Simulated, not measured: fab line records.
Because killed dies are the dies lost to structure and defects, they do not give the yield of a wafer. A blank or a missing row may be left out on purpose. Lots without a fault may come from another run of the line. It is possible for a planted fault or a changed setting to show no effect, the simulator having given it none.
Which tool was responsible?	flow sky130	24 lots with 72 wafers sampled at 6 steps, on a route of 708 steps

## WHAT THE GAUGES SHOWED, per wafer
No reading from a measuring or inspecting step in the record can be judged against a usual standard deviation.

## WHICH TOOL RAN EACH LOT (tool, then ch and the chambers of the sampled wafers, then the start)
lot	SKY_VIA1_SPUTTER_20	SKY_METAL2_SPUTTER_01	SKY_METAL2_METAL_ETCH_19	SKY_VIA2_CMP_02	SKY_VIA2_ETCH_14	SKY_METAL3_SPUTTER_02
L074	pvdSputter-02, day 33 15:14	pvdSputter-03, day 33 15:58	rieMetal-02 ch 0,1, day 34 19:22	cmp-01 ch 0,3, day 34 20:13	rieDiel-02 ch 0,2,3, day 35 21:53	pvdSputter-04, day 35 23:17
L075	pvdSputter-02, day 34 01:38	pvdSputter-03, day 34 02:17	rieMetal-03 ch 0,1, day 35 05:36	cmp-02 ch 0,2, day 35 06:28	rieDiel-03 ch 2,3, day 36 08:18	pvdSputter-01, day 36 09:43
L076	pvdSputter-01, day 35 19:23	pvdSputter-01, day 35 20:02	rieMetal-03 ch 0, day 36 23:05	cmp-01 ch 0,1,3, day 37 00:31	rieDiel-01 ch 1,2,3, day 38 03:24	pvdSputter-01, day 38 04:49
L078	pvdSputter-02, day 35 19:43	pvdSputter-03, day 35 20:23	rieMetal-01 ch 0,1, day 36 23:09	cmp-02 ch 0,1,2, day 37 00:07	rieDiel-01 ch 1,2,3, day 38 02:42	pvdSputter-01, day 38 04:07
L077	pvdSputter-02, day 35 21:14	pvdSputter-01, day 35 21:53	rieMetal-02 ch 0,1, day 37 00:01	cmp-02 ch 0,2, day 37 00:57	rieDiel-03 ch 1,2, day 38 04:18	pvdSputter-01, day 38 05:43
L080	pvdSputter-01, day 36 04:52	pvdSputter-02, day 36 05:32	rieMetal-03 ch 0,1, day 37 07:46	cmp-01 ch 0,3, day 37 08:56	rieDiel-01 ch 0,1,3, day 38 11:56	pvdSputter-01, day 38 13:24
L079	pvdSputter-01, day 36 06:26	pvdSputter-03, day 36 07:05	rieMetal-02 ch 0,1, day 37 10:10	cmp-01 ch 0,1,2, day 37 11:01	rieDiel-03 ch 0,2,3, day 38 13:33	pvdSputter-03, day 38 15:02
L082	pvdSputter-04, day 36 13:10	pvdSputter-01, day 36 13:49	rieMetal-03 ch 0,1, day 37 16:36	cmp-02 ch 0,1,3, day 37 17:37	rieDiel-03 ch 0,3, day 38 19:48	pvdSputter-03, day 38 21:14
L081	pvdSputter-01, day 36 15:34	pvdSputter-03, day 36 16:13	rieMetal-01 ch 0,1, day 37 19:31	cmp-01 ch 0,1, day 37 20:22	rieDiel-01 ch 1,2, day 38 22:48	pvdSputter-01, day 39 00:13
L084	pvdSputter-02, day 36 22:22	pvdSputter-03, day 36 23:01	rieMetal-01 ch 0,1, day 38 02:09	cmp-02 ch 0,1,2, day 38 03:11	rieDiel-03 ch 0,3, day 39 04:14	pvdSputter-04, day 39 05:39
L083	pvdSputter-02, day 37 03:13	pvdSputter-03, day 37 03:53	rieMetal-02 ch 0,1, day 38 06:45	cmp-02 ch 1,2,3, day 38 07:37	rieDiel-03 ch 0,1,2, day 39 08:36	pvdSputter-03, day 39 10:04
L085	pvdSputter-01, day 37 07:02	pvdSputter-01, day 37 07:42	rieMetal-02 ch 0,1, day 38 11:05	cmp-02 ch 1,2, day 38 12:38	rieDiel-03 ch 0,2,3, day 39 13:21	pvdSputter-04, day 39 14:49
L086	pvdSputter-04, day 37 11:13	pvdSputter-03, day 37 11:52	rieMetal-03 ch 0,1, day 38 14:41	cmp-02 ch 0,1,2, day 38 15:40	rieDiel-01 ch 0,2,3, day 39 15:53	pvdSputter-01, day 39 17:19
L087	pvdSputter-04, day 37 23:34	pvdSputter-03, day 38 00:14	rieMetal-03 ch 1, day 39 02:12	cmp-02 ch 0,2, day 39 03:04	rieDiel-02 ch 0,3, day 40 03:53	pvdSputter-01, day 40 05:20
L088	pvdSputter-02, day 38 00:13	pvdSputter-01, day 38 00:53	rieMetal-01 ch 0,1, day 39 02:44	cmp-02 ch 0,1,2, day 39 03:40	rieDiel-03 ch 1,2, day 40 04:06	pvdSputter-03, day 40 05:34
L089	pvdSputter-04, day 38 11:28	pvdSputter-03, day 38 12:37	rieMetal-03 ch 0,1, day 39 12:58	cmp-02 ch 1,2, day 39 13:55	rieDiel-01 ch 1,2, day 40 14:21	pvdSputter-01, day 40 16:13
L090	pvdSputter-01, day 38 20:32	pvdSputter-01, day 38 21:17	rieMetal-03 ch 1, day 39 21:49	cmp-01 ch 1,2,3, day 39 22:47	rieDiel-02 ch 0,2, day 40 23:54	pvdSputter-01, day 41 01:50
L091	pvdSputter-02, day 39 00:47	pvdSputter-03, day 39 01:26	rieMetal-03 ch 0,1, day 40 01:59	cmp-02 ch 0,1,2, day 40 02:52	rieDiel-02 ch 0,1,3, day 41 04:02	pvdSputter-04, day 41 05:35
L092	pvdSputter-04, day 39 12:47	pvdSputter-03, day 39 13:26	rieMetal-03 ch 0,1, day 40 13:33	cmp-01 ch 0,2, day 40 14:31	rieDiel-03 ch 0,1,2, day 41 15:45	pvdSputter-01, day 41 17:10
L093	pvdSputter-04, day 39 20:10	pvdSputter-02, day 39 20:50	rieMetal-02 ch 0,1, day 40 21:56	cmp-02 ch 0,3, day 40 23:09	rieDiel-03 ch 0,1,2, day 41 23:09	pvdSputter-04, day 42 00:38
L094	pvdSputter-01, day 40 00:02	pvdSputter-03, day 40 00:41	rieMetal-02 ch 0,1, day 41 01:09	cmp-02 ch 0,1,2, day 41 02:04	rieDiel-03 ch 0,2,3, day 42 02:24	pvdSputter-03, day 42 04:10
L095	pvdSputter-02, day 40 03:22	pvdSputter-03, day 40 04:01	rieMetal-02 ch 0,1, day 41 04:59	cmp-02 ch 0,1, day 41 05:59	rieDiel-01 ch 1,3, day 42 06:26	pvdSputter-04, day 42 07:50
L096	pvdSputter-04, day 40 17:04	pvdSputter-01, day 40 17:43	rieMetal-02 ch 0,1, day 41 18:24	cmp-02 ch 2,3, day 41 19:18	rieDiel-01 ch 1,3, day 42 18:48	pvdSputter-03, day 42 20:13
L097	pvdSputter-04, day 40 18:25	pvdSputter-02, day 40 19:04	rieMetal-02 ch 0,1, day 41 20:06	cmp-01 ch 0,1,3, day 41 21:08	rieDiel-03 ch 0,1,3, day 42 20:36	pvdSputter-03, day 42 22:01
- SKY_VIA1_SPUTTER_20: material TiN, target thk 20 nm, time 80 s.
- SKY_METAL2_SPUTTER_01: material TiN, target thk 20 nm, time 16.7 s.
- SKY_METAL2_METAL_ETCH_19: etches the open film in Cl2/BCl3, stops on SiO2, target depth 360 nm, time 78 s.
- SKY_VIA2_CMP_02: polishes SiO2.
- SKY_VIA2_ETCH_14: etches BARC in N2/H2, stops on SiO2, time 45.9 s, target depth 60 nm.
- SKY_METAL3_SPUTTER_02: material AlCu, target thk 735 nm, time 39.1 s.

## WHAT THE TOOLS THEMSELVES READ (means of the sampled wafers that have a number; where no wafer has one, the mark that the record gives instead)
SKY_VIA1_SPUTTER_20.
lot	tool	chamberPressurePa (Pa)	throttleValvePct (%)
L074	pvdSputter-02	5.007	30.0
L075	pvdSputter-02	4.997	30.7
L076	pvdSputter-01	5.005	30.7
L078	pvdSputter-02	5.006	27.3
L077	pvdSputter-02	4.997	28.2
L080	pvdSputter-01	4.990	30.3
L079	pvdSputter-01	5.002	30.1
L082	pvdSputter-04	4.997	28.4
L081	pvdSputter-01	5.003	31.2
L084	pvdSputter-02	4.990	28.8
L083	pvdSputter-02	4.989	28.8
L085	pvdSputter-01	4.993	30.1
L086	pvdSputter-04	5.012	28.7
L087	pvdSputter-04	5.004	28.3
L088	pvdSputter-02	4.995	28.7
L089	pvdSputter-04	5.000	29.8
L090	pvdSputter-01	5.015	30.8
L091	pvdSputter-02	5.002	30.2
L092	pvdSputter-04	5.012	28.8
L093	pvdSputter-04	5.001	29.4
L094	pvdSputter-01	4.992	31.2
L095	pvdSputter-02	4.996	26.8
L096	pvdSputter-04	4.989	29.1
L097	pvdSputter-04	4.996	29.1

SKY_METAL2_SPUTTER_01.
lot	tool	chamberPressurePa (Pa)	throttleValvePct (%)
L074	pvdSputter-03	0.4000	30.1
L075	pvdSputter-03	0.3996	30.2
L076	pvdSputter-01	0.4003	30.8
L078	pvdSputter-03	0.4004	30.1
L077	pvdSputter-01	0.3993	30.8
L080	pvdSputter-02	0.4008	26.9
L079	pvdSputter-03	0.4002	30.6
L082	pvdSputter-01	0.4001	31.2
L081	pvdSputter-03	0.3997	30.2
L084	pvdSputter-03	0.3999	30.4
L083	pvdSputter-03	0.3994	30.1
L085	pvdSputter-01	0.4001	31.1
L086	pvdSputter-03	0.3993	30.1
L087	pvdSputter-03	0.3998	30.1
L088	pvdSputter-01	0.4003	30.1
L089	pvdSputter-03	0.3996	29.7
L090	pvdSputter-01	0.3989	30.7
L091	pvdSputter-03	0.4004	30.1
L092	pvdSputter-03	0.3997	30.0
L093	pvdSputter-02	0.4001	28.2
L094	pvdSputter-03	0.3997	30.5
L095	pvdSputter-03	0.3998	29.7
L096	pvdSputter-01	0.3992	31.3
L097	pvdSputter-02	0.4003	28.7

SKY_METAL2_METAL_ETCH_19.
lot	tool	bcl3FlowSccm (sccm)	drypumpMotorCurrentA (A)	mfcCl2Sccm (sccm)	oesProductAu (a.u.)	throttleValvePct (%)
L074	rieMetal-02	30.07	5.57	60.03	0.854	22.264
L075	rieMetal-03	30.03	5.37	59.76	0.857	22.269
L076	rieMetal-03	30.00	5.47	59.91	0.857	22.256
L078	rieMetal-01	29.99	5.29	60.19	0.858	22.269
L077	rieMetal-02	30.00	5.57	60.21	0.858	22.266
L080	rieMetal-03	30.01	5.40	59.91	0.854	22.248
L079	rieMetal-02	30.01	5.58	59.87	0.854	22.260
L082	rieMetal-03	29.93	5.44	59.91	0.855	22.268
L081	rieMetal-01	30.07	5.55	60.04	0.848	22.261
L084	rieMetal-01	30.08	5.54	60.04	0.850	22.266
L083	rieMetal-02	29.95	5.53	59.96	0.857	22.271
L085	rieMetal-02	30.04	5.49	59.95	0.856	22.267
L086	rieMetal-03	29.98	5.37	60.03	0.853	22.269
L087	rieMetal-03	30.00	5.34	59.96	0.853	22.263
L088	rieMetal-01	29.92	5.56	60.08	0.849	22.268
L089	rieMetal-03	29.95	5.37	59.78	0.850	22.266
L090	rieMetal-03	30.05	5.35	59.89	0.851	22.262
L091	rieMetal-03	30.01	5.39	59.99	0.853	22.252
L092	rieMetal-03	29.98	5.38	59.84	0.852	22.266
L093	rieMetal-02	30.03	5.51	59.97	0.854	22.271
L094	rieMetal-02	30.00	5.52	60.10	0.850	22.270
L095	rieMetal-02	29.97	5.59	60.07	0.851	22.272
L096	rieMetal-02	30.03	5.52	60.19	0.856	22.258
L097	rieMetal-02	29.99	5.49	59.85	0.855	22.259

SKY_VIA2_CMP_02.
lot	tool	motorCurrentA (A)
L074	cmp-01	10.7
L075	cmp-02	12.6
L076	cmp-01	10.9
L078	cmp-02	12.4
L077	cmp-02	12.7
L080	cmp-01	10.4
L079	cmp-01	11.5
L082	cmp-02	11.7
L081	cmp-01	10.0
L084	cmp-02	12.5
L083	cmp-02	12.6
L085	cmp-02	13.3
L086	cmp-02	12.6
L087	cmp-02	11.5
L088	cmp-02	12.4
L089	cmp-02	13.4
L090	cmp-01	11.7
L091	cmp-02	12.1
L092	cmp-01	12.1
L093	cmp-02	10.4
L094	cmp-02	12.7
L095	cmp-02	11.8
L096	cmp-02	12.7
L097	cmp-01	11.0

SKY_VIA2_ETCH_14.
lot	tool	drypumpMotorCurrentA (A)	oesProductAu (a.u.)	throttleValvePct (%)
L074	rieDiel-02	5.5	0.854	13.219
L075	rieDiel-03	5.7	0.858	13.230
L076	rieDiel-01	5.9	0.853	13.225
L078	rieDiel-01	5.8	0.851	13.227
L077	rieDiel-03	5.4	0.855	13.222
L080	rieDiel-01	5.8	0.853	13.231
L079	rieDiel-03	5.9	0.849	13.221
L082	rieDiel-03	6.3	0.848	13.226
L081	rieDiel-01	5.6	0.851	13.228
L084	rieDiel-03	6.1	0.850	13.217
L083	rieDiel-03	5.5	0.852	13.216
L085	rieDiel-03	5.9	0.850	13.230
L086	rieDiel-01	6.2	0.853	13.220
L087	rieDiel-02	5.4	0.857	13.231
L088	rieDiel-03	5.4	0.858	13.224
L089	rieDiel-01	5.6	0.856	13.230
L090	rieDiel-02	5.0	0.854	13.223
L091	rieDiel-02	5.7	0.854	13.229
L092	rieDiel-03	5.5	0.851	13.221
L093	rieDiel-03	5.5	0.856	13.220
L094	rieDiel-03	5.9	0.853	13.231
L095	rieDiel-01	5.7	0.853	13.238
L096	rieDiel-01	5.7	0.855	13.227
L097	rieDiel-03	6.0	0.852	13.222

SKY_METAL3_SPUTTER_02.
lot	tool	chamberPressurePa (Pa)	throttleValvePct (%)
L074	pvdSputter-04	0.3998	29.3
L075	pvdSputter-01	0.3992	29.6
L076	pvdSputter-01	0.3999	30.6
L078	pvdSputter-01	0.3999	30.0
L077	pvdSputter-01	0.3995	31.3
L080	pvdSputter-01	0.3999	30.7
L079	pvdSputter-03	0.4009	29.6
L082	pvdSputter-03	0.4003	29.9
L081	pvdSputter-01	0.4001	30.5
L084	pvdSputter-04	0.4000	29.9
L083	pvdSputter-03	0.4004	30.0
L085	pvdSputter-04	0.3998	29.0
L086	pvdSputter-01	0.3997	30.2
L087	pvdSputter-01	0.4009	30.8
L088	pvdSputter-03	0.3999	29.9
L089	pvdSputter-01	0.4004	30.7
L090	pvdSputter-01	0.4011	31.4
L091	pvdSputter-04	0.3998	29.0
L092	pvdSputter-01	0.3998	31.7
L093	pvdSputter-04	0.3996	28.9
L094	pvdSputter-03	0.3995	30.0
L095	pvdSputter-04	0.4001	29.4
L096	pvdSputter-03	0.3993	30.0
L097	pvdSputter-03	0.4000	30.1

## THE ANSWER, worked out from the rows above alone
Rule: the usual values come from the lots themselves. Put in order of their means at a reading, lots are off if they are a third of the lots or fewer, leave a main group of 4 or more, and stand apart from it by a gap of 3 or more times the standard deviation of the main group's means; of several such gaps the widest counts. Not used: any main group whose means are identical at the precision the tables above print for the reading. A lot without any number at a reading at which 4 lots or more have one is off too. Any other lot the step has rows for is counted as sound. The gauges are gone through in route order, then the tools' own readings, and for those a lot's mean is taken as printed above. At the first step where some lot is off, the reading lying furthest off is the one used; lots without a number count as furthest.
None of the lots is off at any reading shown; this tells nothing.

## WHAT THE SIMULATOR HAD PUT IN
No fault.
